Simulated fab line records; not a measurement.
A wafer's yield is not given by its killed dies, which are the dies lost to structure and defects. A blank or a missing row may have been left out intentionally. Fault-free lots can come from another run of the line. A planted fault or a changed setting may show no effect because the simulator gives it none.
Which tool is to blame? | flow gf180mcu | 11 lots, 33 wafers sampled, at 4 steps of a route of 602

## WHAT THE GAUGES READ, wafer by wafer
GF_M2_CD_MEAS_14 targets a cd of 280 nm.
lot  | measured     | on        | cd nm (nm)
L638 | day 19 12:29 | cd sem-01 | 281.1 279.8 279.2
L639 | day 19 22:29 | cd sem-02 | 279.5 279.9 279.8
L641 | day 20 22:24 | cd sem-02 | 280.3 279.3 279.6
L642 | day 21 05:06 | cd sem-02 | 281.4 281.5 281.3
L643 | day 21 11:34 | cd sem-02 | 281.9 280.8 282.5
L644 | day 21 21:17 | cd sem-02 | 279.2 279.3 278.6
L645 | day 22 07:15 | cd sem-01 | 278.9 279.2 280.7
L646 | day 22 16:13 | cd sem-01 | 279.9 281.3 280.1
L651 | day 24 21:19 | cd sem-02 | 278.3 274.5 232.6 278.0 274.0 232.7
L659 | day 27 03:43 | cd sem-02 | 278.6 278.7 278.3
L660 | day 27 06:23 | cd sem-01 | 278.9 278.8 278.4

## EACH LOT AND THE TOOL THAT RAN IT (in order: tool; ch and the chambers of the sampled wafers; start)
lot  | GF_M2_SPUTTER_02             | GF_M2_SPUTTER_04             | GF_M2_EXPOSE_11
L638 | pvd sputter-01, day 18 12:01 | pvd sputter-01, day 18 12:04 | krf scanner-01 ch 0, day 19 00:37
L639 | pvd sputter-02, day 18 22:20 | pvd sputter-02, day 18 22:23 | krf scanner-01 ch 0, day 19 10:50
L641 | pvd sputter-03, day 19 21:47 | pvd sputter-03, day 19 21:50 | krf scanner-02 ch 0, day 20 10:36
L642 | pvd sputter-03, day 20 04:44 | pvd sputter-03, day 20 04:47 | krf scanner-02 ch 0, day 20 16:51
L643 | pvd sputter-01, day 20 11:43 | pvd sputter-01, day 20 11:46 | krf scanner-02 ch 0, day 20 23:37
L644 | pvd sputter-01, day 20 21:18 | pvd sputter-01, day 20 21:21 | krf scanner-02 ch 0, day 21 09:38
L645 | pvd sputter-03, day 21 07:08 | pvd sputter-03, day 21 07:11 | krf scanner-01 ch 0, day 21 19:31
L646 | pvd sputter-02, day 21 16:38 | pvd sputter-02, day 21 16:41 | krf scanner-01 ch 0, day 22 05:07
L651 | pvd sputter-02, day 23 23:00 | pvd sputter-02, day 23 23:03 | krf scanner-02 ch 0, day 24 10:29
L659 | pvd sputter-01, day 26 07:01 | pvd sputter-01, day 26 07:04 | krf scanner-02 ch 0, day 26 17:34
L660 | pvd sputter-02, day 26 09:56 | pvd sputter-02, day 26 09:59 | krf scanner-01 ch 0, day 26 20:40
- GF_M2_SPUTTER_02: material AlCu, target thk 450 nm, time 23.9 s.
- GF_M2_SPUTTER_04: material TiN, target thk 50 nm, time 41.7 s.
- GF_M2_EXPOSE_11: exposes mask Metal2, target cd 280 nm.

## WHAT THE TOOLS THEMSELVES READ (means of the sampled wafers that have a number; where no wafer has one, the mark that the record gives instead)
GF_M2_SPUTTER_02.
lot  | tool           | chamber pressure pa (Pa) | throttle valve pct (%)
L638 | pvd sputter-01 | 0.4000                   | 30.1
L639 | pvd sputter-02 | 0.4007                   | 30.5
L641 | pvd sputter-03 | 0.4004                   | 30.9
L642 | pvd sputter-03 | 0.4011                   | 30.9
L643 | pvd sputter-01 | 0.4000                   | 29.4
L644 | pvd sputter-01 | 0.4003                   | 29.5
L645 | pvd sputter-03 | 0.4006                   | 31.5
L646 | pvd sputter-02 | 0.3996                   | 30.7
L651 | pvd sputter-02 | 0.4000                   | 30.6
L659 | pvd sputter-01 | 0.3998                   | 29.5
L660 | pvd sputter-02 | 0.4005                   | 30.5

GF_M2_SPUTTER_04.
lot  | tool           | chamber pressure pa (Pa) | throttle valve pct (%)
L638 | pvd sputter-01 | 0.4005                   | 30.1
L639 | pvd sputter-02 | 0.3995                   | 30.5
L641 | pvd sputter-03 | 0.3999                   | 30.9
L642 | pvd sputter-03 | 0.4002                   | 30.9
L643 | pvd sputter-01 | 0.3996                   | 29.4
L644 | pvd sputter-01 | 0.3999                   | 29.6
L645 | pvd sputter-03 | 0.4000                   | 31.5
L646 | pvd sputter-02 | 0.4001                   | 30.7
L651 | pvd sputter-02 | 0.4001                   | 30.7
L659 | pvd sputter-01 | 0.3998                   | 29.5
L660 | pvd sputter-02 | 0.3995                   | 30.8

GF_M2_EXPOSE_11.
lot  | tool           | exposure dose mJ cm2 | focus offset nm (nm)
L638 | krf scanner-01 | 28.52                | 0.1
L639 | krf scanner-01 | 28.51                | -0.9
L641 | krf scanner-02 | 28.05                | -0.5
L642 | krf scanner-02 | 28.03                | 0.2
L643 | krf scanner-02 | 28.00                | 0.4
L644 | krf scanner-02 | 28.03                | 0.4
L645 | krf scanner-01 | 28.46                | 1.2
L646 | krf scanner-01 | 28.55                | 0.1
L651 | krf scanner-02 | 27.15                | 0.6
L659 | krf scanner-02 | 28.02                | -0.0
L660 | krf scanner-01 | 28.51                | 0.1

## THE ANSWER, worked out from the rows above alone
Rule: the usual values come from the lots themselves. Put in order of their means at a reading, lots are off if they are a third of the lots or fewer, leave a main group of 4 or more, and stand apart from it by a gap of 3 or more times the standard deviation of the main group's means; of several such gaps the widest counts. The tables above print the reading to a certain number of digits; a main group whose means all agree to those digits is not used. A lot without any number at a reading at which 4 lots or more have one is off too. Any other lot the step has rows for is counted as sound. First the gauges in route order, then the tools' own readings, where a lot's mean is used as printed above. At the first step where some lot is off, the reading lying furthest off is the one used; lots without a number count as furthest.
Off: L651 (GF_M2_CD_MEAS_14, cd nm). The main group has a mean of 279.9 nm with a standard deviation of 1.
A tool fits if, at a process step before that reading, it ran every lot that is off, and no sound lot after the first of them. Not tried: the gauges at GF_M2_CD_MEAS_14; whatever is off there is also off at GF_M2_EXPOSE_11, on other tools, and gauge error can't account for it. None of those tried fits.

## WHAT THE SIMULATOR HAD PUT IN
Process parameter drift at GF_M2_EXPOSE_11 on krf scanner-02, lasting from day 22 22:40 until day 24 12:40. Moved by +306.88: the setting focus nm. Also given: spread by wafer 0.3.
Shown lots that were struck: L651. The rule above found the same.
